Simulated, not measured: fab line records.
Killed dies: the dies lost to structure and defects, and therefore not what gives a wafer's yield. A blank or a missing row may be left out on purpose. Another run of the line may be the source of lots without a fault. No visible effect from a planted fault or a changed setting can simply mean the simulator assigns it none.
Which tool is to blame?	flow sky130	Sampling: 12 lots, 36 wafers, 5 of 708 route steps

WHAT THE GAUGES SHOWED, per wafer
SKY_VT_ADJUST_HVTP_TW_MEAS_11. Usual: VT_ADJUST_HVTP_TW typically reads 1349, with standard deviation 7.1.
lot	measured	on	VT_ADJUST_HVTP_TW	flag
L228	day 6 03:11	film metro-03	1355 1352 1349	
L232	day 7 07:31	film metro-03	1341 1342 1347	
L233	day 7 10:19	film metro-03	1346 1333 1345	
L234	day 7 20:23	film metro-03	1338 1345 1347	
L235	day 8 01:08	film metro-04	1360 1352 1351	
L236	day 8 03:56	film metro-03	1335 1346 1337	
L237	day 8 15:52	film metro-03	1342 1350 1345	
L239	day 9 03:02	film metro-03	1343 1338 1346	
L246	day 10 22:23	film metro-01	1350 1342 1347	
L247	day 11 05:30	film metro-01	1357 1360 1357	
L250	day 11 21:45	film metro-04	1356 1364 1362	
L251	day 12 04:38	film metro-04	1354 1354 1356	

SKY_VT_ADJUST_LVTN_TW_MEAS_21. Usual: VT_ADJUST_LVTN_2_TW typically reads 188.3, with standard deviation 1.2.
lot	measured	on	VT_ADJUST_LVTN_2_TW	flag
L228	day 7 19:22	film metro-02	189.5 187.7 188.8	
L232	day 9 00:20	film metro-04	189.1 188.5 187.4	
L233	day 9 03:04	film metro-02	188.8 189.3 189.2	
L234	day 9 13:40	film metro-04	187.3 188.7 188.5	
L235	day 9 18:38	film metro-03	185.7 187.3 186.4	
L236	day 9 22:49	film metro-03	185.3 187.0 187.1	
L237	day 10 11:52	film metro-03	186.1 186.1 185.2	
L239	day 11 01:13	film metro-02	189.8 188.2 189.2	
L246	day 12 23:46	film metro-02	199.4 200.4 199.0	OFF
L247	day 13 08:24	film metro-04	198.5 198.8 199.2	OFF
L250	day 14 00:19	film metro-04	189.3 187.9 188.6	
L251	day 14 07:07	film metro-03	184.8 186.1 185.6	

SKY_VT_ADJUST_NCORE_CD_MEAS_07: target cd 380 nm. Usual: 379.8 nm for cd nm, sd 2.2.
lot	measured	on	cd nm (nm)	flag
L228	day 8 15:20	cd sem-01	379.1 379.7 378.4	
L232	day 9 22:54	cd sem-01	381.9 382.8 380.9	
L233	day 10 02:07	cd sem-01	377.7 381.3 379.5	
L234	day 10 12:16	cd sem-01	379.6 379.7 381.2	
L235	day 10 17:19	cd sem-01	379.1 383.1 381.6	
L236	day 10 21:26	cd sem-02	378.2 377.3 378.9	
L237	day 11 10:40	cd sem-01	384.0 380.5 382.8	
L239	day 12 01:20	cd sem-01	379.4 377.6 377.6	
L246	day 14 00:59	cd sem-01	378.2 376.9 378.8	
L247	day 14 10:02	cd sem-01	379.8 383.7 382.9	
L250	day 15 03:12	cd sem-01	381.3 378.9 379.1	
L251	day 15 09:56	cd sem-01	380.2 381.0 382.0	

WHICH TOOL RAN EACH LOT (tool, then ch and the chambers of the sampled wafers, then the start)
lot	SKY_FIELD_ISO_STRIP_16	SKY_VT_ADJUST_LVTN_IMPLANT_19
L228	plasma asher-02 ch 0,1, day 2 05:56	implanter-01 ch 0, day 7 19:07
L232	plasma asher-02 ch 0,1, day 3 04:04	implanter-04 ch 0, day 9 00:08
L233	plasma asher-04 ch 0, day 3 07:04	implanter-01 ch 0, day 9 02:49
L234	plasma asher-02 ch 0,1, day 3 13:42	implanter-01 ch 0, day 9 13:26
L235	plasma asher-02 ch 0,1, day 3 17:06	implanter-01 ch 0, day 9 18:24
L236	plasma asher-03 ch 0,1, day 3 21:51	implanter-02 ch 0, day 9 22:34
L237	plasma asher-04 ch 0,1, day 4 07:11	implanter-02 ch 0, day 10 11:37
L239	plasma asher-02 ch 0,1, day 4 14:54	implanter-01 ch 0, day 11 00:58
L246	plasma asher-03 ch 0,1, day 6 05:34	implanter-01 ch 0, day 12 23:31
L247	plasma asher-03 ch 0,1, day 6 11:29	implanter-01 ch 0, day 13 08:12
L250	plasma asher-03 ch 0, day 6 23:34	implanter-04 ch 0, day 14 00:05
L251	plasma asher-04 ch 0,1, day 7 04:10	implanter-04 ch 0, day 14 06:52
- SKY_FIELD_ISO_STRIP_16: strips in O2/N2.
- SKY_VT_ADJUST_LVTN_IMPLANT_19

AS READ BY THE TOOLS THEMSELVES (means over the sampled wafers that have a number; for cases with no such wafer, the mark the record gives instead)
SKY_FIELD_ISO_STRIP_16. Usual: drypump motor current A 5.6 A, standard deviation 0.36; oes product au 0.379 a.u., standard deviation 0.0049; strip time to endpoint s 3.56 s, standard deviation 0.049.
lot	tool	drypump motor current A (A)	oes product au (a.u.)	strip time to endpoint s (s)	flag
L228	plasma asher-02	5.6	0.382	3.58	
L232	plasma asher-02	5.7	0.382	3.56	
L233	plasma asher-04	5.1	0.377	3.49	
L234	plasma asher-02	5.4	0.378	3.57	
L235	plasma asher-02	5.4	0.374	3.56	
L236	plasma asher-03	5.9	0.376	3.54	
L237	plasma asher-04	5.3	0.382	3.61	
L239	plasma asher-02	5.6	0.379	3.51	
L246	plasma asher-03	5.8	0.377	3.54	
L247	plasma asher-03	6.0	0.383	3.55	
L250	plasma asher-03	5.7	0.377	3.53	
L251	plasma asher-04	5.3	0.377	3.56	

SKY_VT_ADJUST_LVTN_IMPLANT_19. Usual: beam on s 9.99 s, standard deviation 0.23; faraday current uA 3.67, standard deviation 0.081.
lot	tool	beam on s (s)	faraday current uA	flag
L228	implanter-01	9.94	3.70	
L232	implanter-04	9.90	3.69	
L233	implanter-01	9.99	3.68	
L234	implanter-01	9.95	3.69	
L235	implanter-01	10.12	3.63	
L236	implanter-02	10.25	3.58	
L237	implanter-02	10.15	3.61	
L239	implanter-01	10.16	3.60	
L246	implanter-01	11.94	3.07	OFF
L247	implanter-01	11.93	3.07	OFF
L250	implanter-04	10.04	3.65	
L251	implanter-04	10.00	3.65	

THE ANSWER, worked out from the rows above alone
Rule: take the mean of a lot's wafers that have a number; if it is more than 3 standard deviations from the usual mean, the lot is off. Also off: a lot with no number at a reading for which 4 or more lots have one. Where the step has rows for the other lots, those lots are counted as sound. The gauges are gone through in route order, then the tools' own readings, and for those a lot's mean is taken as printed above. The first step at which some lot is off is used, and at that step the reading that is off furthest; a lot without a number counts as furthest.
Off: at SKY_VT_ADJUST_LVTN_TW_MEAS_21 (VT_ADJUST_LVTN_2_TW), L246, L247.
A tool fits if, at a process step before that reading, it ran every lot that is off, and no sound lot after the first of them. The gauges at SKY_VT_ADJUST_LVTN_TW_MEAS_21 aren't tried: what is off there is off at SKY_VT_ADJUST_LVTN_IMPLANT_19 too, on other tools, and a gauge's error can't cause that. One candidate fits, namely implanter-01 at SKY_VT_ADJUST_LVTN_IMPLANT_19. Its last sound lot is L239 (day 11 00:58), its first lot that is off L246 (day 12 23:31): a fault that began between those two fits.
The tool's own readings at SKY_VT_ADJUST_LVTN_IMPLANT_19 bear it out: on the lots that are off they differ by more than 5 times the standard deviation of the sound lots' means. beam on s reads 11.93 s there against 10.05 s on the sound lots; faraday current uA reads 3.07 there against 3.65 on the sound lots.

WHAT THE SIMULATOR PUT IN
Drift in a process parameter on implanter-01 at SKY_VT_ADJUST_LVTN_IMPLANT_19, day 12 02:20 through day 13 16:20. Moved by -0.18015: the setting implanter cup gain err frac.
Shown lots that were struck: L246, L247. Same finding as the rule above.
